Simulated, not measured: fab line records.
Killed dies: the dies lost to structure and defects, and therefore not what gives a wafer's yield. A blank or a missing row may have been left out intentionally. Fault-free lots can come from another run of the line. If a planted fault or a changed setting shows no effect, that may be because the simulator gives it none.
fab line records	flow sky130
record lots=11	wafers=33	lastDay=50
route steps=708 shown GATE_OXIDE@192 CONTACT@410 METAL1@437
lots that met no fault: from a run of the same line without faults
startH: the number of hours between the record's first day and the start of the first shown wafer of the lot	waitH: how many hours have passed since the lot's step before this one	" the same as in the row above	L1.1+2: several wafers, shown together as one row	- either no value or no given start	* or withheld: withheld	< > ~ a bound
route shown NAME@n: names a module that has steps shown in the file, with the first one's number in the route	usual: mean and standard deviation over wafers with no fault	same: alike in all rows	chamber/n: place in a boat	sites: each site's reading	_std_site: the standard deviation of these	_edge_site: inner sites' mean taken away from outer sites' mean	radiusMm: how far each site lies from the wafer's centre	mask NAME#n: copy n	behind: tool/chamber where the wafer was last shaped	hold: the reason the lot was held/the length of the hold in hours/how it ended	device: the n, p or np transistor that did not switch	end of line: tests of these same wafers at the route's end	a step given without rows: its recipe and nothing more	killed: dies that structure and defects cost at the first sort, which is not the same as the wafer's yield	map: per-die view of a wafer (x killed, . not killed, _ where there is no die)
set.NAME: the setting as run; set.NAME@STEP: as run at that earlier step	model.NAME: the simulator's own value behind a step, which no gauge read
the route's steps for a sample of lots (tables are steps, rows are wafers)
services: the hour from which a tool's chamber was out of use, counted from the record's first day as startH (under 0 if before that day), plus the number of hours and why
## steps
# step SKY_GATE_OXIDE_COAT_05
# recipe resist=NOVOLAK	spinRpm=3000	resistThkNm=1140
# usual dispensePressureKPa=46.8/2.2
lot.wafer	tool	chamber	startH	waitH	dispensePressureKPa
L633.2	lithoTrack-03	0	290.74	0.1	45.7
L633.4	"	0	"	"	45.7
L633.5	"	0	"	"	45.7
L635.1	lithoTrack-01	0	307.40	0.1	50.1
L635.5	"	0	"	"	50.1
L635.6	"	0	"	"	50.1
L636.1	lithoTrack-03	0	312.06	0.1	45.7
L636.2	"	0	"	"	45.7
L636.5	"	0	"	"	45.7
L638.1	lithoTrack-04	0	341.10	0.1	45.2
L638.3	"	0	"	"	45.2
L638.4	"	0	"	"	45.2
L641.1	lithoTrack-01	0	362.75	0.1	50.1
L641.2	"	0	"	"	50.1
L641.4	"	0	"	"	50.1
L645.1	lithoTrack-04	0	405.15	0.1	45.2
L645.3	"	0	"	"	45.2
L645.5	"	0	"	"	45.2
L647.2	lithoTrack-03	0	411.58	0.1	45.7
L647.3	"	0	"	"	45.7
L647.5	"	0	"	"	45.7
L651.3	lithoTrack-04	0	464.75	0.1	45.2
L651.4	"	0	"	"	45.2
L651.5	"	0	"	"	45.2
L652.1	lithoTrack-03	0	467.06	0.1	45.7
L652.4	"	0	"	"	45.7
L652.5	"	0	"	"	45.7
L653.3	lithoTrack-01	0	468.05	0.1	50.1
L653.4	"	0	"	"	50.1
L653.6	"	0	"	"	50.1
L654.1	lithoTrack-04	0	477.25	0.1	45.2
L654.2	"	0	"	"	45.2
L654.3	"	0	"	"	45.2
# step SKY_GATE_OXIDE_STRIP_13
# recipe chemistry=O2/N2	powerW=1400	pressureMtorr=1500	platenTempC=withheld	o2FlowSccm=3000	n2FlowSccm=300	overashFraction=0.5
# usual drypumpMotorCurrentA=5.8/0.51	o2FlowSccm=3002/8.3	oesProductAu=0.715/0.0049	stripTimeToEndpointS=14.19/0.035
lot.wafer	tool	chamber	startH	waitH	drypumpMotorCurrentA	o2FlowSccm	oesProductAu	rfHoursCounterH	stripTimeToEndpointS
L633.2	plasmaAsher-01	1	304.05	0.0	4.8	3000	0.718	18	14.23
L633.4	"	0	"	"	5.7	3014	0.712	-	14.20
L633.5	"	0	"	"	5.7	3014	0.717	-	14.22
L635.1	plasmaAsher-01	1	321.04	0.0	4.8	3002	0.713	20	14.22
L635.5	"	1	"	"	4.8	3013	0.715	-	14.20
L635.6	"	0	"	"	5.7	2995	0.720	-	14.24
L636.1	plasmaAsher-03	0	325.89	0.0	6.1	2991	0.711	65	14.15
L636.2	"	1	"	"	6.0	3005	0.716	65	14.16
L636.5	"	1	"	"	6.0	2990	0.718	-	14.19
L638.1	plasmaAsher-01	0	355.94	0.0	5.7	2998	0.715	23	14.19
L638.3	"	0	"	"	5.7	2988	0.714	-	14.14
L638.4	"	1	"	"	4.8	3000	0.729	-	14.23
L641.1	plasmaAsher-02	0	377.55	0.0	6.3	2999	0.715	54	14.24
L641.2	"	1	"	"	6.0	3010	0.718	54	14.20
L641.4	"	0	"	"	6.4	2995	0.715	-	14.18
L645.1	plasmaAsher-02	1	420.96	0.0	6.0	3005	0.707	58	14.23
L645.3	"	1	"	"	6.0	3010	0.716	-	14.23
L645.5	"	0	"	"	6.3	3015	0.716	-	14.17
L647.2	plasmaAsher-02	0	427.01	0.0	6.3	3003	0.709	59	14.16
L647.3	"	0	"	"	6.3	3000	0.727	-	14.18
L647.5	"	1	"	"	6.0	3008	0.715	-	14.17
L651.3	plasmaAsher-03	0	481.30	0.0	6.1	3006	0.713	-	13.14
L651.4	"	1	"	"	6.0	3000	0.713	-	13.16
L651.5	"	1	"	"	6.0	2993	0.710	-	13.14
L652.1	plasmaAsher-01	1	483.00	0.0	4.8	3009	0.711	36	14.14
L652.4	"	1	"	"	4.8	3013	0.714	-	14.12
L652.5	"	1	"	"	4.8	2995	0.710	-	14.11
L653.3	plasmaAsher-02	1	484.37	0.0	6.0	2992	0.709	-	14.19
L653.4	"	0	"	"	6.4	2993	0.705	-	14.19
L653.6	"	1	"	"	6.0	3006	0.715	-	14.16
L654.1	plasmaAsher-03	0	492.95	0.0	6.1	3001	0.712	82	13.15
L654.2	"	1	"	"	6.0	2998	0.713	82	13.12
L654.3	"	1	"	"	6.0	3005	0.717	-	13.17
# step SKY_CONTACT_CMP_04
# recipe material=SiO2	downForcePsi=4	platenRpm=60	padVelocityMS=0.94248
# usual motorCurrentA=12.2/1.2	slurryFilterDpKPa=13.50/0.13	timeToEndpointS=85/3.1
lot.wafer	tool	chamber	startH	waitH	motorCurrentA	slurryFilterDpKPa	timeToEndpointS
L633.4	cmp-02	1	699.90	0.0	11.3	13.67	89
L633.2	"	0	"	"	10.0	13.57	84
L633.5	"	1	"	"	11.3	13.70	83
L635.1	cmp-01	1	722.19	0.1	11.4	13.61	84
L635.5	"	3	"	"	12.5	13.48	84
L635.6	"	0	"	"	10.3	13.35	87
L636.1	cmp-01	3	723.03	0.1	12.7	13.63	84
L636.2	"	0	"	"	10.9	13.47	81
L636.5	"	0	"	"	11.3	13.53	83
L638.1	cmp-02	1	756.55	0.1	11.3	13.47	88
L638.3	"	3	"	"	13.7	13.67	87
L638.4	"	0	"	"	10.8	13.43	87
L641.1	cmp-01	0	771.64	0.1	11.1	13.46	91
L641.2	"	2	"	"	14.3	13.41	85
L641.4	"	3	"	"	12.9	13.53	88
L645.1	cmp-01	1	816.89	0.1	11.8	13.43	81
L645.3	"	3	"	"	12.3	13.50	86
L645.5	"	1	"	"	11.5	13.48	81
L647.2	cmp-02	1	818.85	0.0	11.9	13.48	88
L647.3	"	2	"	"	12.1	13.62	84
L647.5	"	1	"	"	11.6	13.54	85
L651.3	cmp-01	1	863.18	0.1	12.1	13.62	85
L651.4	"	2	"	"	13.4	13.51	84
L651.5	"	0	"	"	11.0	13.41	86
L652.4	cmp-01	3	867.09	0.1	13.2	13.45	79
L652.1	"	0	"	"	11.3	13.56	80
L652.5	"	2	"	"	13.8	13.85	80
L653.3	cmp-02	0	868.99	0.0	10.1	13.40	86
L653.4	"	1	"	"	12.2	13.52	88
L653.6	"	1	"	"	11.8	13.48	87
L654.3	cmp-01	0	873.15	0.1	11.8	13.36	89
L654.1	"	1	"	"	11.6	13.37	85
L654.2	"	2	"	"	13.6	13.33	83
# step SKY_METAL1_SPUTTER_03
# recipe material=Ti	targetThkNm=5	powerW=3000	timeS=3.3	chamberPressurePa=0.4
# usual throttleValvePct=30.3/0.74
lot.wafer	tool	chamber	startH	waitH	throttleValvePct
L633.2	pvdSputter-02	-	729.35	0.0	31.0
L633.4	"	-	"	"	30.5
L633.5	"	-	"	"	31.6
L635.1	pvdSputter-01	-	750.83	0.0	31.1
L635.5	"	-	"	"	31.1
L635.6	"	-	"	"	29.7
L636.1	pvdSputter-03	-	752.72	0.0	31.0
L636.2	"	-	"	"	30.3
L636.5	"	-	"	"	30.3
L638.1	pvdSputter-01	-	784.82	0.0	31.2
L638.3	"	-	"	"	29.0
L638.4	"	-	"	"	30.1
L641.1	pvdSputter-02	-	799.90	0.0	30.9
L641.2	"	-	"	"	29.9
L641.4	"	-	"	"	30.8
L645.1	pvdSputter-01	-	845.43	0.0	30.9
L645.3	"	-	"	"	31.0
L645.5	"	-	"	"	30.9
L647.2	pvdSputter-02	-	847.22	0.0	30.8
L647.3	"	-	"	"	30.9
L647.5	"	-	"	"	30.6
L651.3	pvdSputter-01	-	891.11	0.0	31.3
L651.4	"	-	"	"	29.3
L651.5	"	-	"	"	28.9
L652.1	pvdSputter-03	-	894.55	0.0	29.3
L652.4	"	-	"	"	30.6
L652.5	"	-	"	"	30.6
L653.3	pvdSputter-03	-	896.65	0.0	30.9
L653.4	"	-	"	"	29.8
L653.6	"	-	"	"	31.0
L654.1	pvdSputter-03	-	901.16	0.0	30.1
L654.2	"	-	"	"	29.4
L654.3	"	-	"	"	30.9
# step SKY_METAL1_STRIP_20
# recipe chemistry=O2/N2	powerW=1400	pressureMtorr=1500	platenTempC=withheld	o2FlowSccm=3000	n2FlowSccm=300	overashFraction=0.5
# usual drypumpMotorCurrentA=5.8/0.68	o2FlowSccm=3000/8	oesProductAu=0.342/0.0043	stripTimeToEndpointS=2.68/0.031
lot.wafer	tool	chamber	startH	waitH	drypumpMotorCurrentA	o2FlowSccm	oesProductAu	rfHoursCounterH	stripTimeToEndpointS
L633.2	plasmaAsher-04	0	757.89	0.1	6.8	3007	0.341	34	2.69
L633.4	"	0	"	"	6.8	3002	0.342	-	2.68
L633.5	"	1	"	"	5.8	3000	0.341	-	2.71
L635.1	plasmaAsher-04	1	778.44	0.1	5.8	2999	0.343	38	2.69
L635.5	"	1	"	"	5.8	2998	0.340	-	2.66
L635.6	"	0	"	"	6.8	3018	0.345	-	2.72
L636.1	plasmaAsher-04	0	779.80	0.1	6.8	3005	0.345	38	2.70
L636.2	"	1	"	"	5.8	3004	0.342	38	2.70
L636.5	"	1	"	"	5.8	3007	0.335	-	2.70
L638.1	plasmaAsher-01	0	811.45	0.1	5.7	2998	0.341	64	2.60
L638.3	"	0	"	"	5.7	3005	0.343	-	2.65
L638.4	"	1	"	"	4.8	2993	0.342	-	2.62
L641.1	plasmaAsher-04	1	827.04	0.1	5.8	2994	0.338	43	2.67
L641.2	"	0	"	"	6.8	3009	0.340	43	2.64
L641.4	"	0	"	"	6.8	2992	0.343	-	2.70
L645.1	plasmaAsher-04	0	871.97	0.1	6.8	2994	0.345	48	2.64
L645.3	"	1	"	"	5.8	3003	0.342	-	2.66
L645.5	"	1	"	"	5.8	3002	0.342	-	2.69
L647.2	plasmaAsher-03	0	873.59	0.1	6.1	3006	0.348	11	2.67
L647.3	"	1	"	"	6.0	3003	0.345	-	2.67
L647.5	"	0	"	"	6.1	3010	0.346	-	2.66
L651.3	plasmaAsher-01	1	916.82	0.1	4.8	3005	0.336	-	2.64
L651.4	"	0	"	"	5.7	3019	0.335	-	2.64
L651.5	"	0	"	"	5.7	3007	0.343	-	2.66
L652.1	plasmaAsher-04	1	920.24	0.1	5.8	2984	0.342	53	2.67
L652.4	"	0	"	"	6.8	2991	0.340	-	2.66
L652.5	"	1	"	"	5.8	3009	0.341	-	2.64
L653.3	plasmaAsher-01	1	922.27	0.1	4.8	2983	0.339	-	2.69
L653.4	"	0	"	"	5.7	2998	0.350	-	2.70
L653.6	"	1	"	"	4.8	2999	0.351	-	2.71
L654.1	plasmaAsher-01	1	926.69	0.1	4.8	3005	0.340	76	2.67
L654.2	"	0	"	"	5.7	2999	0.342	76	2.69
L654.3	"	0	"	"	5.7	3002	0.339	-	2.70
## services
tool	chamber	startH	hours	kind
pvdSputter-03	-	274.17	8.2	repair
cmp-02	-	277.00	6.2	pm
plasmaAsher-04	-	317.28	3.5	repair
cmp-01	-	387.14	8.0	pm
plasmaAsher-02	-	398.54	0.4	repair
plasmaAsher-04	-	399.44	9.5	pm
cmp-01	-	404.00	4.0	pm
plasmaAsher-04	-	421.25	9.0	pm
plasmaAsher-04	-	425.74	2.7	repair
cmp-01	-	460.97	3.3	repair
cmp-01	-	513.01	8.0	pm
plasmaAsher-01	-	596.70	0.6	repair
plasmaAsher-01	-	623.35	2.8	pm
plasmaAsher-01	-	626.14	0.9	repair
plasmaAsher-01	-	642.90	2.5	repair
plasmaAsher-04	-	665.30	2.0	repair
plasmaAsher-01	-	680.19	1.2	repair
cmp-01	-	686.36	1.2	repair
plasmaAsher-01	-	703.49	2.3	repair
plasmaAsher-01	-	737.52	46.0	pm
cmp-01	-	744.00	4.0	pm
cmp-01	-	756.14	6.4	pm
cmp-01	-	774.06	1.8	repair
cmp-01	-	884.93	12.3	pm
## key
firstSign step=SKY_GATE_OXIDE_STRIP_13	reading=stripTimeToEndpointS	direction=down	sigmas=30	usual=*	struck=*
effect none on later readings
metAt SKY_GATE_OXIDE_COAT_05
struckLots L651,L654
testerLeftOut L651,L654
notActingAt SKY_CONTACT_CMP_04,SKY_METAL1_SPUTTER_03,SKY_METAL1_STRIP_20
onsetBetween 405.15 464.75
alsoFits SKY_GATE_OXIDE_STRIP_13:plasmaAsher-03
fault kind=processParameterDrift	tool=lithoTrack-04	chamber=-	onsetH=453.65	steps=SKY_GATE_OXIDE_COAT_05	channel=resistThkNm	offset=-90.151	shape=step	endH=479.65	actsIn=theseRecipesOnly	stated=1140
# testerLeftOut: of these lots the tester's yield and bins aren't shown, on N5 and GAA mostly nor the transistor test; their killed dies are dies lost to structure and defects alone, not to doping, threshold or leakage, so they don't give the yield
